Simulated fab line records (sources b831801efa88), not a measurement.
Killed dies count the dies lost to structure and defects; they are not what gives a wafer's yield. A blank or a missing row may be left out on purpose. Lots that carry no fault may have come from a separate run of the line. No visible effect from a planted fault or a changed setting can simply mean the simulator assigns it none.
A lot that was struck, set against a sound lot / flow gf180mcu / 20 steps out of a route of 602
Sound: these wafers, L313.1, L313.2, L313.5. The struck wafers were L326.3, L326.4, L326.6. The cause is given at the end.
Order at every step that has rows: each side's tool, ch and its chambers, its first start. Under that, the readings that differ: sound wafers / struck wafers / difference of the means / sigmas: that difference in standard deviations of wafers without a fault.
alike: a reading whose means differ by less than 2 such deviations, as well as words and numbers matching on both sides. not compared: withheld readings; readings where some wafer has no value; bounds like >300 that might hide an equal value; numbers whose values overlap and for which the record gives no deviation.
Wherever a step has rows on one side only, a row that says differs or no value, or a row with sigmas, the two part there. Non-overlapping numbers with no deviation appear without sigmas and do not part them. A reading missing from all wafers of one side parts the sides only when that side holds two or more wafers.

GF_HV_LDD_RS_MEAS_53: uses a four-point probe to measure.
  sound on film_metro-03, day 14 03:40; struck on film_metro-01, day 18 10:50
  alike: HV_LDD_RS
then, 1 step without rows for these wafers: GF_HV_LDD_CVD_54 (deposits SiO2 from TEOS, target thk 10 nm, time 75 s).
GF_HV_LDD_THK_MEAS_55:
  sound on film_metro-04, day 14 04:49; struck on film_metro-01, day 18 11:57
reading=HV_LDD_CVD_54_THK (nm); sound=10.23 10.36 10.25; struck=9.83 9.80 9.77; difference=-0.48; sigmas=-3
then, 1 step without rows for these wafers: GF_HV_LDD_CVD_56 (deposits Si3N4 from DCS/NH3, target thk 90 nm, time 1543 s).
GF_HV_LDD_THK_MEAS_57:
  sound on film_metro-01, day 14 06:18; struck on film_metro-01, day 18 14:09
reading=HV_LDD_CVD_56_THK (nm); sound=88.3 88.9 88.5; struck=90.8 90.7 90.5; difference=+2.1; sigmas=+2
GF_HV_LDD_ETCHBACK_58: etches Si3N4 in CH3F/O2, stops on SiO2, time 100 s, target depth 90 nm.
  sound on rie_diel-01 ch 0,2, day 14 06:22; struck on rie_diel-01 ch 0,1,3, day 18 14:11
reading=oes_product_au (a.u.); sound=0.828 0.832 0.830; struck=0.838 0.848 0.845; difference=+0.014; sigmas=+2
  alike: ch3f_flow_sccm, drypump_motor_current_A, rf_fwd_power_W, throttle_valve_pct
  not compared: rf_hours_counter_h
then, 6 steps without rows for these wafers: GF_NSD_DEHYDRATE_00 (time 60 s); GF_NSD_HMDS_01 (prime time 60 s); GF_NSD_COAT_02 (resist thk 1000 nm); GF_NSD_SOFTBAKE_03 (time 60 s); GF_NSD_EXPOSE_04 (exposes mask Nplus, target cd 400 nm); GF_NSD_PEB_05.
GF_NSD_DEVELOP_06: develop time 60 s.
  sound on litho_track-03 ch 0, day 15 02:23; struck on litho_track-03 ch 0, day 19 13:04
  alike: chill_plate_temp_C
GF_NSD_CD_MEAS_07 targets a cd of 400 nm.
  sound on cd_sem-02, day 15 02:32; struck on cd_sem-02, day 19 13:13
reading=cd_nm (nm); sound=402.2 400.9 401.1; struck=- - -; difference=no value on the struck wafers; sigmas=
GF_NSD_OVL_MEAS_08:
  sound on overlay-01, day 15 02:39; struck on overlay-01, day 19 13:19
reading=NSD_OVL (nm); sound=-0.5 -2.6 0.3; struck=- - -; difference=no value on the struck wafers; sigmas=
then, 2 steps without rows for these wafers: GF_NSD_IMPLANT_09; GF_NSD_IMPLANT_10.
GF_NSD_STRIP_11: strips in O2/N2.
  sound on plasma_asher-01 ch 0,1, day 15 02:59; struck on plasma_asher-04 ch 0,1, day 19 13:40
  alike: drypump_motor_current_A, heater_power_w, oes_product_au, platen_temp_c, strip_time_to_endpoint_s
  not compared: rf_hours_counter_h
GF_NSD_TW_MEAS_12:
  sound on film_metro-01, day 15 03:05; struck on film_metro-02, day 19 13:45
reading=NSD_TW; sound=4216 4223 4207; struck=30 30 30; difference=-4185; sigmas=-99 or more
then, 1 step without rows for these wafers: GF_PSD_DEHYDRATE_00 (time 60 s).

## WHERE THEY PART
Last at GF_NSD_TW_MEAS_12 as far as this record goes, first at GF_HV_LDD_THK_MEAS_55.

WHY: the cause the simulator had injected
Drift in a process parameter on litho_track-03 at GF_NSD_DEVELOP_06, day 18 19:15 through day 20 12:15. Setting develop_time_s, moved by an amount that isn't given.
